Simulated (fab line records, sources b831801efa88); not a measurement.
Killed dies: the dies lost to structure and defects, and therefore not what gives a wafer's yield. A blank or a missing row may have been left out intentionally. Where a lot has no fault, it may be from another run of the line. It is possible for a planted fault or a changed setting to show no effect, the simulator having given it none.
Which tool is to blame? -- flow gf180mcu -- Sampling: 11 lots, 33 wafers, 6 of 602 route steps

== WHAT THE GAUGES SHOWED, per wafer ==
GF_NWELL_TW_MEAS_11.
lot,measured,on,NWELL_TW
L258,day 4 23:47,film_metro-03,1586 1582 1582
L259,day 5 03:28,film_metro-04,30 30 30 30 30 30
L260,day 5 13:16,film_metro-03,30 30 30 30 30 30
L261,day 5 17:31,film_metro-03,30 30 30 30 30 30
L267,day 6 23:06,film_metro-04,1561 1565 1571
L268,day 7 05:06,film_metro-03,1590 1590 1590
L269,day 7 11:23,film_metro-03,1585 1591 1590
L270,day 7 16:09,film_metro-04,1553 1560 1551
L272,day 8 02:17,film_metro-01,1586 1580 1582
L273,day 8 08:56,film_metro-04,1574 1573 1579
L274,day 8 13:42,film_metro-01,1588 1581 1579

GF_M2_CD_MEAS_14 targets a cd of 280 nm.
lot,measured,on,cd_nm (nm)
L258,day 22 14:05,cd_sem-01,277.8 276.1 277.5
L267,day 25 06:50,cd_sem-01,278.8 279.6 279.4
L268,day 25 12:41,cd_sem-02,281.6 281.8 281.5
L269,day 25 21:28,cd_sem-02,280.6 281.4 282.4
L270,day 26 00:43,cd_sem-02,281.6 280.2 280.8
L272,day 26 18:50,cd_sem-01,279.4 279.4 279.1
L273,day 27 01:44,cd_sem-02,279.5 279.1 279.7
L274,day 27 05:38,cd_sem-02,281.6 281.4 280.0

GF_M2_OVL_MEAS_15.
lot,measured,on,M2_OVL (nm)
L258,day 22 14:12,overlay-01,-1 -3 2
L267,day 25 06:58,overlay-02,-3 -13 -12
L268,day 25 12:48,overlay-02,-6 -7 -2
L269,day 25 21:34,overlay-02,5 -2 -2
L270,day 26 00:49,overlay-01,-5 -1 -5
L272,day 26 18:57,overlay-01,2 4 2
L273,day 27 01:51,overlay-01,1 -2 4
L274,day 27 05:45,overlay-02,1 1 -8

== TOOL THAT RAN EACH LOT (tool first, then ch and the chambers of the sampled wafers, then the start) ==
lot,GF_DNWELL_STRIP_08,GF_NWELL_STRIP_10,GF_M1_STRIP_17
L258,"plasma_asher-01 ch 0,1, day 4 09:13","plasma_asher-02 ch 0,1, day 4 23:41","plasma_asher-04 ch 0,1, day 20 11:05"
L259,"plasma_asher-02 ch 0,1, day 4 13:05","plasma_asher-01 ch 0,1, day 5 03:22",-
L260,"plasma_asher-03 ch 0,1, day 4 22:11","plasma_asher-01 ch 0, day 5 13:09",-
L261,"plasma_asher-01 ch 0,1, day 5 02:31","plasma_asher-01 ch 0,1, day 5 17:24",-
L267,"plasma_asher-01 ch 0,1, day 6 07:39","plasma_asher-01 ch 0,1, day 6 23:00","plasma_asher-02 ch 0,1, day 23 07:15"
L268,"plasma_asher-01 ch 0,1, day 6 12:53","plasma_asher-04 ch 0,1, day 7 05:00","plasma_asher-02 ch 0,1, day 23 14:13"
L269,"plasma_asher-01 ch 0,1, day 6 19:04","plasma_asher-04 ch 0, day 7 11:16","plasma_asher-04 ch 1, day 23 22:37"
L270,"plasma_asher-01 ch 0,1, day 6 23:30","plasma_asher-04 ch 0,1, day 7 16:02","plasma_asher-01 ch 0,1, day 24 02:50"
L272,"plasma_asher-03 ch 0,1, day 7 09:59","plasma_asher-02 ch 0,1, day 8 02:11","plasma_asher-02 ch 0,1, day 24 21:28"
L273,"plasma_asher-01 ch 0,1, day 7 16:26","plasma_asher-01 ch 0,1, day 8 08:50","plasma_asher-01 ch 0,1, day 25 04:40"
L274,"plasma_asher-03 ch 0,1, day 7 20:31","plasma_asher-02 ch 0,1, day 8 13:36","plasma_asher-04 ch 0,1, day 25 09:02"
- GF_DNWELL_STRIP_08: strips in O2/N2.
- GF_NWELL_STRIP_10: strips in O2/N2.
- GF_M1_STRIP_17: strips in O2/N2.

== WHAT THE TOOLS THEMSELVES READ (means of the sampled wafers that have a number; where no wafer has one, the mark that the record gives instead) ==
GF_DNWELL_STRIP_08.
lot,tool,chamber_pressure_mTorr (mTorr),drypump_motor_current_A (A),heater_power_w (W),o2_flow_sccm (sccm),oes_product_au (a.u.),strip_time_to_endpoint_s (s)
L258,plasma_asher-01,1499.9,5.6,307,3002,0.719,37.00
L259,plasma_asher-02,-,-,-,-,-,-
L260,plasma_asher-03,-,-,-,-,-,-
L261,plasma_asher-01,-,-,-,-,-,-
L267,plasma_asher-01,1500.5,5.6,309,2990,0.724,37.08
L268,plasma_asher-01,1501.2,5.9,347,2993,0.723,36.91
L269,plasma_asher-01,1499.3,5.6,310,2997,0.724,36.82
L270,plasma_asher-01,1500.7,5.9,344,3008,0.721,37.10
L272,plasma_asher-03,1499.6,5.8,360,3002,0.724,37.09
L273,plasma_asher-01,1499.3,5.6,311,3001,0.725,36.96
L274,plasma_asher-03,1500.3,5.8,355,2991,0.727,36.99

GF_NWELL_STRIP_10.
lot,tool,chamber_pressure_mTorr (mTorr),drypump_motor_current_A (A),heater_power_w (W),o2_flow_sccm (sccm),oes_product_au (a.u.),strip_time_to_endpoint_s (s)
L258,plasma_asher-02,1500.2,5.3,391,2997,0.724,37.00
L259,plasma_asher-01,1499.6,5.9,343,3008,0.741,81.36
L260,plasma_asher-01,1499.0,6.2,385,3001,0.738,81.43
L261,plasma_asher-01,1500.4,5.6,306,3003,0.735,81.17
L267,plasma_asher-01,1500.0,5.6,311,2987,0.720,36.83
L268,plasma_asher-04,1500.1,5.7,312,2996,0.725,36.89
L269,plasma_asher-04,1501.1,5.7,329,3011,0.725,36.89
L270,plasma_asher-04,1501.3,5.7,311,3002,0.724,36.84
L272,plasma_asher-02,1499.7,5.3,397,3002,0.721,37.06
L273,plasma_asher-01,1500.5,5.6,307,2989,0.722,37.10
L274,plasma_asher-02,1500.2,5.3,394,3005,0.724,37.06

GF_M1_STRIP_17.
lot,tool,chamber_pressure_mTorr (mTorr),drypump_motor_current_A (A),heater_power_w (W),o2_flow_sccm (sccm),oes_product_au (a.u.),strip_time_to_endpoint_s (s)
L258,plasma_asher-04,1500.0,5.6,314,2997,0.540,7.44
L267,plasma_asher-02,1502.3,5.3,383,2999,0.541,7.46
L268,plasma_asher-02,1502.1,5.3,377,3002,0.537,7.45
L269,plasma_asher-04,1499.4,5.6,300,2997,0.539,7.40
L270,plasma_asher-01,1500.2,5.9,345,3010,0.535,7.44
L272,plasma_asher-02,1499.2,5.3,380,2998,0.539,7.44
L273,plasma_asher-01,1501.5,5.6,307,2989,0.537,7.33
L274,plasma_asher-04,1500.4,5.7,324,2993,0.542,7.48

== THE ANSWER, worked out from the rows above alone ==
Rule: usual is defined by the lots themselves. Put in order of their means at a reading, lots are off if they are a third of the lots or fewer, leave a main group of 4 or more, and stand apart from it by a gap of 3 or more times the standard deviation of the main group's means; of several such gaps the widest counts. The tables above print the reading to a certain number of digits; a main group whose means all agree to those digits is not used. A lot without any number at a reading at which 4 lots or more have one is off too. Any other lot the step has rows for is counted as sound. First the gauges in route order, then the tools' own readings, where a lot's mean is used as printed above. The first step at which some lot is off is used, and at that step the reading that is off furthest; a lot without a number counts as furthest.
Off: L259, L260, L261, seen at GF_NWELL_TW_MEAS_11 (NWELL_TW). Main group: mean 1578, sd 11.
If a tool, at a process step before that reading, ran all the lots that are off and no sound lot after the first of them, it fits. The gauges at GF_NWELL_TW_MEAS_11 aren't tried: what is off there is off at GF_DNWELL_STRIP_08 too, on other tools, and a gauge's error can't cause that. Not one of the candidates tried fits.

== WHAT THE SIMULATOR PUT IN ==
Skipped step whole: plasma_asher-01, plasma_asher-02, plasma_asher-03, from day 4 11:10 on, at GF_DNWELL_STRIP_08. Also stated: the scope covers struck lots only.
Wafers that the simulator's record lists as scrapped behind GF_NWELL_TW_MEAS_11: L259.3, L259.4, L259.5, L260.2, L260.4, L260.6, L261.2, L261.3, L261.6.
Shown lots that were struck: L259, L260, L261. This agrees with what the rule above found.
